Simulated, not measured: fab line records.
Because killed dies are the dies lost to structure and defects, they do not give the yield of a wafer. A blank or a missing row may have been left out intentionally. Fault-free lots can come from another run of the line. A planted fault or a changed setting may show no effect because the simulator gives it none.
Problem report in the 8D (eight disciplines) form, filled by code | flow gf180mcu | the parts of the form that need people (team, actions taken, sign-off) are left out

== 1. WHAT IS WRONG ==
heater power total W at GF_M4_SOFTBAKE_10 reads a mean of 94.28 W on 6 wafers of 2 lots; wafers without a fault read 92.30 W with a standard deviation of 0.069. That puts it +29 standard deviations away from the usual mean.
The step: time 60 s.
Seen first at day 26 18:02 on litho track-04, wafer L363.1. The record has a number at this step for 42 wafers belonging to 14 lots. Rule for "out" (also "out of limits"): further than 4 standard deviations from the usual mean. The rest of the wafers with a number are treated as sound.

== 2. WHAT THIS IS AND IS NOT ==
question                    | is                                 | is not
which readings at this step | heater power total W, run length s | chill plate temp C
which lots                  | L363, L364                         | L352, L353, L356, L357, L358, L359, L360, L371, L372, L373, L374, L375
which wafers of those lots  | all that have a number             | -
read on which tools         | litho track-04                     | litho track-02, litho track-03
when                        | from day 26 18:02                  | up to then (21 sound wafers); but 15 sound wafers of L371, L372, L373, L374, L375 came after

== 3. THE SUSPECTS, EACH WITH WHAT RULES IT OUT ==
Counting: a tool at a process step up to the reading stays a suspect if it ran every lot that is out and no sound lot after the first of them.
- litho track-04 at GF_M4_SOFTBAKE_10 (time 60 s): kept. It ran every lot that is out, first L363 (day 26 18:02), and no sound lot after that; its last sound lot up to then is L358 (day 25 08:08). On those wafers its own readings are out: heater power total W, run length s.
After counting, what remains is litho track-04 at GF_M4_SOFTBAKE_10.

== 4. THE CAUSE (what the simulator had put in) ==
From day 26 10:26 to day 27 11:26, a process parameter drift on litho track-04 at GF_M4_SOFTBAKE_10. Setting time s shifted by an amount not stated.
Counting left only this tool.

== 5. THE CHAIN OF EFFECTS, in route order ==
One row per reading whose mean, taken over the struck wafers that have a number, lies over 3 standard deviations from the usual. Only readings for which the record gives a usual standard deviation are gone through. hours: the time from each lot's start at the first step in this table that gives one to its start at this step, as a median over the lots. sigmas: the change in usual standard deviations.
hours | step              | reading              | usual   | on struck wafers | change | sigmas
0     | GF_M4_SOFTBAKE_10 | heater power total W | 92.30 W | 94.28            | +1.98  | +29
0     | GF_M4_SOFTBAKE_10 | run length s         | 89.16 s | 85.61            | -3.55  | -18
It contains these process steps:
- GF_M4_SOFTBAKE_10: time 60 s.
Later steps that measure or inspect, where all struck wafers having a row at the step show a number for every such reading and not one has moved that far: GF_V4_THK_MEAS_03.

== 6. WHAT WOULD HAVE CAUGHT IT SOONER ==
8 hours passed between the start of the fault at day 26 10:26 and the first reading out of limits in this record, taken at day 26 18:02.
